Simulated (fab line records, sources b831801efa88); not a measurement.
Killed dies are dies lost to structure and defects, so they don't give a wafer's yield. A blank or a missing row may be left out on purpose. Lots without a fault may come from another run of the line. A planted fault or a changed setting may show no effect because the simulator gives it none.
fab line records | flow sky130
record lots=6 wafers=18 last_day=50
route steps=708 shown NWELL@82 PWDE@84 VT_ADJUST_HVTP@85 VT_ADJUST_LVTN@97 PAD_OPEN@708
lots that met no fault: from a run of the same line without faults
start_h: hours from the record's first day to the start of the lot's first wafer shown | wait_h: hours since the lot's step before | " the same as in the row above | L1.1+2: a row that stands for several wafers | - no value, or no start given | * or withheld: withheld | < > ~ a bound
route shown NAME@n: a module of which the file shows steps, and the number in the route of the first | usual: mean/standard deviation of fault-free wafers | same: alike in all rows | chamber/n: place in a boat | sites: the reading at each site | _std_site: their standard deviation | _edge_site: outer sites' mean less inner sites' | radius_mm: how far each site lies from the wafer's centre | mask NAME#n: copy n | behind: the tool/chamber that last shaped the wafer | hold: why the lot was held/for how many hours/how that ended | device: the transistor (n, p or np) that didn't switch | end of line: the same wafers' tests at the end of the route | a step without rows: its recipe alone | killed: dies lost to structure and defects at the first sort, not the wafer's yield | map: a wafer's dies, x killed, . not, _ none there
set.NAME: the setting as run; set.NAME@STEP: as run at that earlier step | model.NAME: the simulator's own value behind a step, which no gauge read
lots at some steps of the route; a table a step, a row a wafer
services: from which hour (start_h, from the record's first day; less than 0 if before it) a tool's chamber was out of use, for how many hours, and why
## steps
# step SKY_NWELL_RS_MEAS_29
# recipe thk_meas_gauge=four-point-probe
# usual NWELL_RS=624.2/1.9
# columns lot.wafer tool chamber start_h wait_h NWELL_RS[ohm/sq]
L459.2 film_metro-01 - 117.77 0.1 623.5
L459.5 " - " " 622.5
L459.6 " - " " 622.5
L465.2 film_metro-01 - 168.32 0.1 623.4
L465.4 " - " " 622.7
L465.6 " - " " 622.8
L469.1 film_metro-01 - 180.66 0.1 625.8
L469.2 " - " " 627.1
L469.5 " - " " 626.1
L470.1 film_metro-02 - 187.00 0.1 625.1
L470.4 " - " " 623.5
L470.5 " - " " 624.8
L477.1 film_metro-04 - 229.56 0.1 625.0
L477.3 " - " " 625.8
L477.6 " - " " 624.1
L478.2 film_metro-04 - 235.48 0.1 627.5
L478.4 " - " " 625.7
L478.6 " - " " 627.3
# step SKY_NWELL_RS_MEAS_31
# recipe thk_meas_gauge=four-point-probe
# usual PWDE_RS=5268/19
# columns lot.wafer tool chamber start_h wait_h PWDE_RS[ohm/sq]
L459.2 film_metro-01 - 118.01 0.1 5255
L459.5 " - " " 5255
L459.6 " - " " 5248
L465.2 film_metro-01 - 168.56 0.1 5250
L465.4 " - " " 5248
L465.6 " - " " 5256
L469.1 film_metro-01 - 180.90 0.1 5282
L469.2 " - " " 5261
L469.5 " - " " 5261
L470.1 film_metro-02 - 187.24 0.1 5235
L470.4 " - " " 5239
L470.5 " - " " 5259
L477.1 film_metro-04 - 229.80 0.1 5233
L477.3 " - " " 5242
L477.6 " - " " 5238
L478.2 film_metro-04 - 235.72 0.1 5289
L478.4 " - " " 5288
L478.6 " - " " 5280
# step SKY_VT_ADJUST_HVTP_DEHYDRATE_00
# recipe temp_c=200 time_s=60
# step SKY_VT_ADJUST_HVTP_HMDS_01
# recipe prime_time_s=60 prime_temp_c=120
# step SKY_VT_ADJUST_HVTP_COAT_02
# recipe resist=NOVOLAK spin_rpm=3000 resist_thk_nm=1140
# step SKY_VT_ADJUST_HVTP_SOFTBAKE_03
# recipe temp_c=90 time_s=60 resist=NOVOLAK
# step SKY_VT_ADJUST_HVTP_EXPOSE_04
# recipe mask_id=HVTPM na=0.6 source_shape=conventional sigma_outer=0.6 polarization=unpolarized target_cd_nm=380 dose_mj=140
# step SKY_VT_ADJUST_HVTP_PEB_05
# recipe temp_c=withheld time_s=* resist=NOVOLAK
# step SKY_VT_ADJUST_HVTP_DEVELOP_06
# recipe resist=NOVOLAK developer=TMAH develop_time_s=60 dev_temp_c=23
# step SKY_VT_ADJUST_HVTP_CD_MEAS_07
# recipe target_cd_nm=380
# usual cd_nm=379.5/2.7
# columns lot.wafer tool chamber start_h wait_h cd_nm
L459.2 cd_sem-01 - 136.83 0.1 378.1
L459.5 " - " " 378.0
L459.6 " - " " 377.3
L465.2 cd_sem-01 - 188.63 0.1 378.9
L465.4 " - " " 379.1
L465.6 " - " " 377.4
L469.1 cd_sem-01 - 201.31 0.1 382.5
L469.2 " - " " 381.0
L469.5 " - " " 384.8
L470.1 cd_sem-02 - 208.51 0.1 375.1
L470.4 " - " " 378.2
L470.5 " - " " 379.7
L477.1 cd_sem-01 - 253.57 0.1 381.8
L477.3 " - " " 383.2
L477.6 " - " " 384.6
L478.2 cd_sem-01 - 259.53 0.1 377.2
L478.4 " - " " 377.6
L478.6 " - " " 377.9
# step SKY_VT_ADJUST_HVTP_OVL_MEAS_08
# usual VT_ADJUST_HVTP_OVL=-0.6/1.4
# columns lot.wafer tool chamber start_h wait_h VT_ADJUST_HVTP_OVL[nm]
L459.2 overlay-02 - 136.94 0.1 -0.2
L459.5 " - " " 1.2
L459.6 " - " " -0.3
L465.2 overlay-02 - 188.74 0.1 -0.6
L465.4 " - " " -0.6
L465.6 " - " " -0.3
L469.1 overlay-01 - 201.43 0.1 -0.6
L469.2 " - " " 2.2
L469.5 " - " " -1.1
L470.1 overlay-01 - 208.63 0.1 -1.1
L470.4 " - " " -1.8
L470.5 " - " " -1.2
L477.1 overlay-02 - 253.69 0.1 1.7
L477.3 " - " " 0.9
L477.6 " - " " 1.0
L478.2 overlay-02 - 259.64 0.1 -0.7
L478.4 " - " " -0.5
L478.6 " - " " -1.8
# step SKY_VT_ADJUST_HVTP_IMPLANT_09
# recipe species=As energy_kev=150 dose_cm2=4.3e+12 tilt_deg=withheld
# usual beam_on_s=10.00/0.2 dose_ions_cm2=4.3e+12/4.6e+09 faraday_current_uA=24.3/0.49
# columns lot.wafer tool chamber start_h wait_h beam_on_s dose_ions_cm2 faraday_current_uA
L459.2 implanter-02 0 136.99 0.0 9.73 4.301e+12 24.9
L459.5 " 0 " " 10.18 4.304e+12 23.8
L459.6 " 0 " " 9.64 4.293e+12 25.2
L465.2 implanter-01 0 188.79 0.0 10.13 4.301e+12 24.0
L465.4 " 0 " " 9.89 4.299e+12 24.5
L465.6 " 0 " " 10.24 4.303e+12 23.6
L469.1 implanter-03 0 201.46 0.0 10.51 4.299e+12 23.1
L469.2 " 0 " " 9.64 4.306e+12 25.1
L469.5 " 0 " " 9.98 4.293e+12 24.3
L470.1 implanter-01 0 208.66 0.0 10.21 4.3e+12 23.8
L470.4 " 0 " " 10.39 4.296e+12 23.4
L470.5 " 0 " " 10.12 4.299e+12 23.8
L477.1 implanter-03 0 253.73 0.0 9.94 4.81e+12 27.5
L477.3 " 0 " " 10.35 4.809e+12 26.2
L477.6 " 0 " " 9.98 4.804e+12 27.3
L478.2 implanter-03 0 259.69 0.0 10.24 4.806e+12 26.5
L478.4 " 0 " " 10.32 4.809e+12 26.3
L478.6 " 0 " " 10.00 4.811e+12 27.1
# step SKY_VT_ADJUST_HVTP_STRIP_10
# recipe chemistry=O2/N2 power_w=1400 pressure_mtorr=1500 platen_temp_c=withheld o2_flow_sccm=3000 n2_flow_sccm=300 overash_fraction=0.5
# usual drypump_motor_current_A=5.4/0.41 oes_product_au=0.716/0.0042 strip_time_to_endpoint_s=14.19/0.039
# columns lot.wafer tool chamber start_h wait_h drypump_motor_current_A oes_product_au rf_hours_counter_h strip_time_to_endpoint_s
L459.2 plasma_asher-04 1 137.12 0.1 4.7 0.720 2 14.16
L459.5 " 1 " " 4.7 0.714 - 14.15
L459.6 " 0 " " 5.2 0.712 - 14.13
L465.2 plasma_asher-04 0 188.92 0.1 5.2 0.712 8 14.27
L465.4 " 1 " " 4.7 0.714 - 14.24
L465.6 " 1 " " 4.7 0.718 - 14.22
L469.1 plasma_asher-02 0 201.61 0.1 5.5 0.711 52 14.16
L469.2 " 1 " " 5.7 0.724 52 14.13
L469.5 " 0 " " 5.5 0.713 - 14.13
L470.1 plasma_asher-01 0 208.81 0.1 5.4 0.716 49 14.20
L470.4 " 0 " " 5.4 0.715 - 14.21
L470.5 " 1 " " 6.0 0.716 - 14.16
L477.1 plasma_asher-04 0 253.88 0.1 5.2 0.716 14 14.12
L477.3 " 0 " " 5.2 0.713 - 14.21
L477.6 " 1 " " 4.8 0.716 - 14.19
L478.2 plasma_asher-02 1 259.82 0.1 5.7 0.713 57 14.15
L478.4 " 1 " " 5.7 0.711 - 14.17
L478.6 " 0 " " 5.4 0.718 - 14.13
# step SKY_VT_ADJUST_HVTP_TW_MEAS_11
# usual VT_ADJUST_HVTP_TW=1358/12
# columns lot.wafer tool chamber start_h wait_h VT_ADJUST_HVTP_TW
L459.2 film_metro-03 - 137.23 0.1 1370
L459.5 " - " " 1374
L459.6 " - " " 1373
L465.2 film_metro-01 - 189.03 0.1 1348
L465.4 " - " " 1348
L465.6 " - " " 1347
L469.1 film_metro-03 - 201.71 0.1 1373
L469.2 " - " " 1370
L469.5 " - " " 1371
L470.1 film_metro-01 - 208.91 0.1 1340
L470.4 " - " " 1344
L470.5 " - " " 1345
L477.1 film_metro-01 - 253.98 0.1 1399
L477.3 " - " " 1399
L477.6 " - " " 1401
L478.2 film_metro-01 - 259.93 0.1 1400
L478.4 " - " " 1400
L478.6 " - " " 1393
# step SKY_VT_ADJUST_LVTN_DEHYDRATE_00
# recipe temp_c=200 time_s=60
# step SKY_PAD_OPEN_PROBE_99
# usual killed_at_M0_to_M3=42/6.6 killed_at_M4_up=3.0/1.8 killed_at_contacts=25/5.1 killed_at_front_end=15/4.4 killed_at_other=0.3/0.56 killed_dies=86/8.6 killed_open=47/6.9 killed_short=38/6
# same gross_dies=492 killed_at_back_side=0
# columns lot.wafer tool chamber start_h wait_h killed_at_M0_to_M3 killed_at_M4_up killed_at_contacts killed_at_front_end killed_at_other killed_dies killed_open killed_short model.etest.tip_p.rs_ohm_sq model.etest.pfet_01v8.r_on_ohm_um model.etest.pfet_01v8.drive_ua_um model.etest.pfet_01v8_mvt.drive_ua_um model.etest.pfet_01v8_hvt.drive_ua_um model.etest.sram_pfet_latch.drive_ua_um model.etest.pfet_01v8.off_log10_a_um model.etest.pfet_01v8_mvt.off_log10_a_um
L459.2 prober-02 - 1087.41 0.1 40 1 26 14 0 81 48 33 6850 2988 187.5 147.2 139.4 135.8 -10.09 -11.07
L459.5 prober-02 - 1087.56 0.2 48 3 27 5 0 83 44 39 6979 2942 188.7 149.4 141.7 136.3 -9.94 -11.05
L459.6 prober-02 - 1087.61 0.2 53 2 26 15 0 96 59 37 6983 2983 185.8 146.5 138.3 140.4 -10.07 -11.12
L465.2 prober-02 - 1145.31 0.1 34 7 26 20 0 87 53 34 7043 2923 191.8 149.4 141.4 140.7 -9.85 -11.06
L465.4 prober-02 - 1145.41 0.2 42 4 29 14 1 90 54 36 7082 2937 190.9 149.4 141.6 146.6 -9.909 -11.04
L465.6 prober-02 - 1145.51 0.2 49 2 22 11 1 85 44 40 6936 2908 192.4 149.5 143.6 144.5 -9.772 -11.15
L469.1 prober-02 - 1152.63 0.1 36 3 23 11 1 74 39 35 6860 2969 186.3 146.4 138.8 142 -10.04 -10.95
L469.2 prober-02 - 1152.68 0.1 55 4 23 15 1 98 45 53 6863 2855 197 154 147.3 140.3 -9.544 -10.6
L469.5 prober-02 - 1152.83 0.2 41 4 22 20 0 87 47 40 6838 2892 193.2 151.6 143.9 143.8 -9.518 -10.51
L470.1 prober-01 - 1154.08 0.1 47 6 17 20 0 90 46 43 6892 2888 192.5 153.1 142.3 140.2 -9.773 -10.5
L470.4 prober-01 - 1154.23 0.2 47 4 20 15 0 86 49 36 6826 2964 187.2 150.8 138.9 135.6 -9.8 -10.65
L470.5 prober-01 - 1154.28 0.2 58 5 14 12 2 91 45 43 6910 2877 193.6 152 143.1 142.4 -9.523 -10.21
L477.1 prober-02 - 1187.59 0.1 31 4 29 13 0 77 43 34 7392 3196 166.4 131.9 124.3 128.2 -11.96 -12.46
L477.3 prober-02 - 1187.69 0.2 36 1 38 14 0 89 54 35 7312 3179 167.6 131.6 126.3 127.8 -11.9 -12.38
L477.6 prober-02 - 1187.84 0.2 40 2 29 16 0 87 55 32 7391 3156 168 132.5 126 124.1 -11.84 -12.41
L478.2 prober-01 - 1194.68 0.1 39 4 25 13 0 81 55 26 7044 3012 179.3 141.9 134.6 132.6 -10.52 -11.4
L478.4 prober-01 - 1194.78 0.2 44 3 29 12 3 91 55 36 7022 2991 182.7 142.6 137.3 139.5 -10.52 -11.6
L478.6 prober-01 - 1194.88 0.2 42 2 23 19 0 86 43 43 7008 2984 180.6 143 136.8 134.1 -10.6 -11.42
# killed by level:class
L459.2 LI_CONTACT:geometric_particle:open=9 VIA1:geometric_particle:open=9 CONTACT:geometric_particle:open=8 VIA3:geometric_particle:open=7 POLY_GATE:geometric_particle:short=5 FIELD_ISO:geometric_particle:open=4 METAL3:geometric_particle:short=4 LI_CONTACT:geometric_particle:short=3
L459.5 LI_CONTACT:geometric_particle:open=13 VIA1:geometric_particle:open=12 METAL2:geometric_particle:short=7 VIA3:geometric_particle:open=6 LI_CONTACT:geometric_particle:short=6 VIA1:geometric_particle:short=6 CONTACT:geometric_particle:open=5 METAL1:geometric_particle:short=5
L459.6 VIA1:geometric_particle:open=19 CONTACT:geometric_particle:open=10 LI_CONTACT:geometric_particle:open=9 FIELD_ISO:geometric_particle:short=6 VIA3:geometric_particle:open=6 VIA1:geometric_particle:short=6 METAL1:geometric_particle:short=5 VIA3:geometric_particle:short=4
L465.2 VIA1:geometric_particle:open=15 FIELD_ISO:geometric_particle:open=9 CONTACT:geometric_particle:open=9 METAL4:geometric_particle:short=7 FIELD_ISO:geometric_particle:short=6 LI_CONTACT:geometric_particle:open=5 VIA2:geometric_particle:open=5 CONTACT:geometric_particle:short=4
L465.4 CONTACT:geometric_particle:open=12 VIA3:geometric_particle:open=11 LI_CONTACT:geometric_particle:open=8 VIA1:geometric_particle:open=7 METAL2:geometric_particle:short=7 CONTACT:geometric_particle:short=5 SPACER:geometric_particle:short=4 FIELD_ISO:geometric_particle:open=3
L465.6 CONTACT:geometric_particle:open=10 VIA3:geometric_particle:open=8 VIA1:geometric_particle:short=8 VIA1:geometric_particle:open=7 METAL2:geometric_particle:short=6 VIA2:geometric_particle:open=5 LI_CONTACT:geometric_particle:open=4 CONTACT:geometric_particle:short=4
L469.1 CONTACT:geometric_particle:open=11 CONTACT:geometric_particle:short=7 VIA1:geometric_particle:open=7 VIA2:geometric_particle:short=6 METAL3:geometric_particle:short=6 VIA3:geometric_particle:open=5 FIELD_ISO:geometric_particle:open=3 METAL1:geometric_particle:short=3
L469.2 METAL1:geometric_particle:short=13 VIA3:geometric_particle:open=9 LI_CONTACT:geometric_particle:open=7 CONTACT:geometric_particle:open=7 VIA1:geometric_particle:open=6 METAL2:geometric_particle:short=6 VIA2:geometric_particle:open=6 POLY_GATE:geometric_particle:short=5
L469.5 VIA2:geometric_particle:open=11 VIA1:geometric_particle:open=10 CONTACT:geometric_particle:open=9 POLY_GATE:geometric_particle:open=6 CONTACT:geometric_particle:short=6 POLY_GATE:geometric_particle:short=5 METAL2:geometric_particle:short=5 FIELD_ISO:geometric_particle:short=4
L470.1 VIA1:geometric_particle:open=8 CONTACT:geometric_particle:open=7 VIA2:geometric_particle:open=7 FIELD_ISO:geometric_particle:open=6 LI_CONTACT:geometric_particle:open=6 VIA1:geometric_particle:short=5 METAL1:geometric_particle:short=5 METAL2:geometric_particle:short=5
L470.4 VIA1:geometric_particle:open=12 CONTACT:geometric_particle:open=9 METAL1:geometric_particle:short=9 VIA1:geometric_particle:short=7 VIA3:geometric_particle:open=7 LI_CONTACT:geometric_particle:open=6 POLY_GATE:geometric_particle:short=5 VIA2:geometric_particle:open=4
L470.5 VIA1:geometric_particle:open=11 CONTACT:geometric_particle:open=7 METAL2:geometric_particle:short=7 VIA1:geometric_particle:short=7 METAL3:geometric_particle:short=7 VIA3:geometric_particle:open=6 VIA2:geometric_particle:open=6 POLY_GATE:geometric_particle:open=5
L477.1 CONTACT:geometric_particle:open=12 VIA1:geometric_particle:open=8 LI_CONTACT:geometric_particle:open=7 VIA1:geometric_particle:short=6 LOCAL_INTERCONNECT:geometric_particle:short=5 FIELD_ISO:geometric_particle:open=4 VIA2:geometric_particle:short=4 FIELD_ISO:geometric_particle:short=3
L477.3 CONTACT:geometric_particle:open=15 LI_CONTACT:geometric_particle:open=11 VIA1:geometric_particle:open=9 METAL1:geometric_particle:short=8 VIA2:geometric_particle:open=7 LOCAL_INTERCONNECT:geometric_particle:short=6 POLY_GATE:geometric_particle:open=4 LI_CONTACT:geometric_particle:short=4
L477.6 CONTACT:geometric_particle:open=11 VIA3:geometric_particle:open=9 VIA1:geometric_particle:open=7 FIELD_ISO:geometric_particle:open=6 LI_CONTACT:geometric_particle:open=6 VIA1:geometric_particle:short=5 POLY_GATE:geometric_particle:open=4 CONTACT:geometric_particle:short=4
L478.2 CONTACT:geometric_particle:open=15 VIA1:geometric_particle:open=9 METAL2:geometric_particle:short=9 VIA2:geometric_particle:open=8 LI_CONTACT:geometric_particle:open=5 FIELD_ISO:geometric_particle:short=4 FIELD_ISO:geometric_particle:open=4 VIA3:geometric_particle:open=4
L478.4 CONTACT:geometric_particle:open=11 VIA1:geometric_particle:open=11 VIA2:geometric_particle:open=9 LI_CONTACT:geometric_particle:open=8 POLY_GATE:geometric_particle:open=7 VIA3:geometric_particle:open=6 METAL1:geometric_particle:short=5 LOCAL_INTERCONNECT:geometric_particle:short=4
L478.6 CONTACT:geometric_particle:open=14 VIA2:geometric_particle:open=8 METAL1:geometric_particle:short=6 VIA1:geometric_particle:open=6 VIA1:geometric_particle:short=6 FIELD_ISO:geometric_particle:short=5 CONTACT:geometric_particle:short=5 POLY_GATE:geometric_particle:short=4
## services
# columns tool chamber start_h hours kind
plasma_asher-04 - 117.11 0.5 repair
plasma_asher-04 0 117.75 - clean
plasma_asher-04 1 117.75 - clean
implanter-01 - 119.32 6.8 repair
plasma_asher-02 - 129.45 13.3 pm
plasma_asher-02 - 142.78 28.1 pm
plasma_asher-01 - 164.04 0.8 repair
implanter-03 - 188.61 3.0 pm
implanter-03 - 191.58 4.6 pm
implanter-02 - 192.71 1.5 repair
## key
first_sign step=SKY_VT_ADJUST_HVTP_IMPLANT_09 reading=dose_ions_cm2 direction=up sigmas=99+ usual=* struck=*
effect step=SKY_VT_ADJUST_HVTP_IMPLANT_09 reading=faraday_current_uA direction=up sigmas=5.2 usual=24.3 struck=26.8
effect step=SKY_VT_ADJUST_HVTP_TW_MEAS_11 reading=VT_ADJUST_HVTP_TW direction=up sigmas=3.4 usual=1358 struck=1399
model_effect step=SKY_PAD_OPEN_PROBE_99 value=etest.tip_p.rs_ohm_sq without=6884 struck=7195
met_at SKY_VT_ADJUST_HVTP_IMPLANT_09
struck_wafers L477.1,L477.3,L477.6,L478.2,L478.4,L478.6
tester_left_out L477,L478
onset_between 201.46 253.73
fault kind=process_parameter_drift tool=implanter-03 chamber=- onset_h=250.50 steps=SKY_VT_ADJUST_HVTP_IMPLANT_09 channel=dose_cm2 offset=* shape=step end_h=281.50 acts_in=* stated=*
# tester_left_out: of these lots the tester's yield and bins aren't shown, on N5 and GAA mostly nor the transistor test; their killed dies are dies lost to structure and defects alone, not to doping, threshold or leakage, so they don't give the yield
